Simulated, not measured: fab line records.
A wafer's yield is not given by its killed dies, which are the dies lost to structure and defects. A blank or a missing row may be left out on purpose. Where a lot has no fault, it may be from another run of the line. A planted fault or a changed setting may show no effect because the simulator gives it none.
Comparing a struck lot with a sound one + flow sky130 + 26 out of 708 route steps
Sound: these wafers, L929.2, L929.3, L929.6. Struck: wafer L934.3 (L934.5, L934.6, from the same lot, were not struck and are left out); the cause is given at the end.
At each step with rows: each side's tool, then ch and its chambers, then its first start. Under that, the readings that differ: sound wafers + struck wafers + difference of the means + sigmas: that difference in standard deviations of wafers without a fault.
alike: a reading whose means differ by less than 2 such deviations, as well as words and numbers matching on both sides. not compared: withheld readings; readings where some wafer has no value; bounds like >300 that might hide an equal value; numbers whose values overlap and for which the record gives no deviation.
Wherever a step has rows on one side only, a row that says differs or no value, or a row with sigmas, the two part there. When numbers do not overlap yet have no deviation, they are printed without sigmas and do not part them. A reading that every wafer of one side lacks parts them only if that side has two wafers or more.

first, 6 steps without rows for these wafers: SKY_SD_N_IMPLANT_10; SKY_SD_N_STRIP_11 (strips in O2/N2); SKY_SD_N_CLEAN_13 (cleans in SC1/SC2, time 150 s); SKY_SD_N_RTA_14 (time 2 s); SKY_SALICIDE_CLEAN_00 (cleans in HF-last, time 30 s); SKY_LI_CONTACT_HDPCVD_00 (deposits PSG, target thk 930 nm, time 155 s).
SKY_LI_CONTACT_CMP_02: polishes PSG.
  sound on cmp-02 ch 1,2,3, day 29 06:19; struck on cmp-02 ch 0, day 32 10:31
| reading                                      | sound             | struck | difference | sigmas |
|----------------------------------------------|-------------------|--------|------------|--------|
| timeToEndpointS (s)                          | 34.2 33.7 34.6    | 44.6   | +10.4      | +4     |
| model.PSG_of_LI_CONTACT_HDPCVD_00.thkNm (nm) | 597.1 598.9 597.6 | 492.8  | -105.1     |        |
  alike: motorCurrentA
then, 9 steps without rows for these wafers: SKY_LI_CONTACT_DEHYDRATE_04 (time 60 s); SKY_LI_CONTACT_HMDS_05 (prime time 60 s); SKY_LI_CONTACT_COAT_06 (resist thk 60 nm); SKY_LI_CONTACT_COAT_07 (resist thk 450 nm); SKY_LI_CONTACT_SOFTBAKE_08 (time 90 s); SKY_LI_CONTACT_EXPOSE_09 (exposes mask LICM1, target cd 170 nm); SKY_LI_CONTACT_PEB_10; SKY_LI_CONTACT_DEVELOP_11 (develop time 60 s); SKY_LI_CONTACT_ETCH_14 (etches BARC in N2/H2, stops on SiO2, time 45.9 s, target depth 60 nm).
SKY_LI_CONTACT_ETCH_15: etches PSG in C4F8/O2/Ar, stops on Si, target depth 600 nm.
  sound on rieDiel-04 ch 2,3, day 30 11:01; struck on rieDiel-01 ch 2, day 33 13:59
| reading                              | sound             | struck | difference | sigmas |
|--------------------------------------|-------------------|--------|------------|--------|
| oesProductAu (a.u.)                  | 0.830 0.828 0.838 | 0.753  | -0.079     | -18    |
| model.etch.depthNm (nm)              | 597.1 598.9 597.6 | 492.8  | -105.1     |        |
| model.LI_CONTACT.featureDepthNm (nm) | 597.1 598.9 597.6 | 492.8  | -105.1     |        |
  alike: rfFwdPowerW
then, 6 steps without rows for these wafers: SKY_LI_CONTACT_STRIP_16 (strips in O2/N2); SKY_LI_CONTACT_CLEAN_17 (cleans in NMP, time 600 s); SKY_LI_CONTACT_PRE_CLEAN_18 (time 5.6 s); SKY_LI_CONTACT_SPUTTER_19 (material Ti, target thk 20 nm, time 106.37 s); SKY_LI_CONTACT_SPUTTER_20 (material TiN, target thk 20 nm, time 80 s); SKY_LI_CONTACT_CVD_21 (deposits W, target thk 400 nm, time 120.56 s).
SKY_LI_CONTACT_CMP_24: polishes, stops on PSG, t overpolish 20 s, target thk 0 nm.
  sound on cmp-01 ch 0,1, day 30 11:50; struck on cmp-02 ch 1, day 33 14:55
| reading                                      | sound             | struck | difference | sigmas |
|----------------------------------------------|-------------------|--------|------------|--------|
| motorCurrentA (A)                            | 11.3 11.1 11.1    | 8.8    | -2.4       | -2     |
| model.PSG_of_LI_CONTACT_HDPCVD_00.thkNm (nm) | 587.6 589.5 588.1 | 483.3  | -105.1     |        |
then, 1 step without rows for these wafers: SKY_LOCAL_INTERCONNECT_SPUTTER_00 (material TiN, target thk 100 nm, time 83.3 s).
-- record jumps: 15 days separate the struck wafers' starts on either side; left off in module LOCAL_INTERCONNECT, taken up again in module PAD_OPEN, whose first shown step is the route's number 708 --
SKY_PAD_OPEN_PROBE_99:
  struck on prober-02, day 49 02:45; sound on prober-02, day 46 21:29
| reading                             | sound             | struck | difference | sigmas |
|-------------------------------------|-------------------|--------|------------|--------|
| killedAtOther                       | 0 1 2             | 0      | -1         | -2     |
| model.etest.liconPdiff.rcOhm        | 601.8 597.7 581.5 | 550.8  | -42.9      |        |
| model.etest.capLiToPoly.cAfUm2      | 96.33 94.76 97.81 | 141.3  | +45.0      |        |
| model.etest.liconHighPo.rcOhm       | 358.7 358.2 373.9 | 343.6  | -20.0      |        |
| model.etest.liconNdiff.rcOhm        | 185.9 185.3 178.7 | 171.9  | -11.4      |        |
| model.etest.sonosUncharged.rOnOhmUm | 819.3 828.1 828.8 | 789.7  | -35.7      |        |
| model.etest.liconPoly.rcOhm         | 160.7 155 150.1   | 136.7  | -18.6      |        |
| model.etest.capLiToWell.cAfUm2      | 36.51 36.37 36.77 | 41.51  | +4.96      |        |
  alike: killed_at_M0_to_M3, killed_at_M4_up, killedAtContacts, killedAtFrontEnd, killedDies, killedOpen, killedShort

## WHERE THEY PART
Last at SKY_PAD_OPEN_PROBE_99 as far as this record goes, first at SKY_LI_CONTACT_CMP_02.

WHY: whatever the simulator had introduced
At SKY_LI_CONTACT_CMP_02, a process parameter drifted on cmp-02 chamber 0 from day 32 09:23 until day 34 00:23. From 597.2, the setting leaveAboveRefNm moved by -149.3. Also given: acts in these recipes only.
